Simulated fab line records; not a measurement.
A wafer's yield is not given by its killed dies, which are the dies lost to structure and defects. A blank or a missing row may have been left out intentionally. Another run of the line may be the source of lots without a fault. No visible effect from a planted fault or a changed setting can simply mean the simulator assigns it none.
Matching of chambers	flow gf180mcu	GF_V4_CMP_04 on cmp-01: 4 sister chambers
The step polishes SiO2. 8 wafers are shown with their chamber, then 8 later ones without.

== EACH WAFER AND ITS CHAMBER ==
wafer	chamber	motorCurrentA (A)	timeToEndpointS (s)
L780.2	2	12.3	76
L780.3	1	12.2	77
L782.1	1	11.8	77
L782.2	2	12.1	76
L786.2	0	10.8	81
L786.5	0	9.9	80
L786.6	3	13.7	80
L795.3	3	14.0	82

== WAFERS MISSING THEIR CHAMBER ==
wafer	motorCurrentA (A)	timeToEndpointS (s)
L795.4	10.5	83
L795.5	13.0	88
L796.1	12.0	79
L796.4	12.1	84
L796.5	12.9	88
L798.2	12.0	83
L798.5	14.8	82
L798.6	10.3	84

== CHAMBER TAKEN BY EACH ==
wafer	from the rows above	in truth
L795.4	0	0
L795.5	3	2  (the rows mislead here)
L796.1	can't be placed: 1 or 2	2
L796.4	can't be placed: 3 or 0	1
L796.5	3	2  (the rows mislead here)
L798.2	can't be placed: 0 or 3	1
L798.5	3	3
L798.6	0	0
Correct placement for 3 of the 8. Not placeable from these rows: 3 (in 1, the candidates include the true chamber). Wrongly placed: 2.
How it was worked out, from the rows above alone: a wafer's distance from a chamber is the root of the sum, over the readings, of the square of ((its reading less the chamber's mean) divided by the reading's scatter). If the next closest chamber is less than 2 further off than the closest, the wafer can't be placed; otherwise it belongs to the closest. A chamber's mean is the mean of its shown wafers. How the scatter is found: for the shown wafers, subtract from each reading the mean of its chamber, square and add these, divide the total by (wafers less chambers), then take the root.
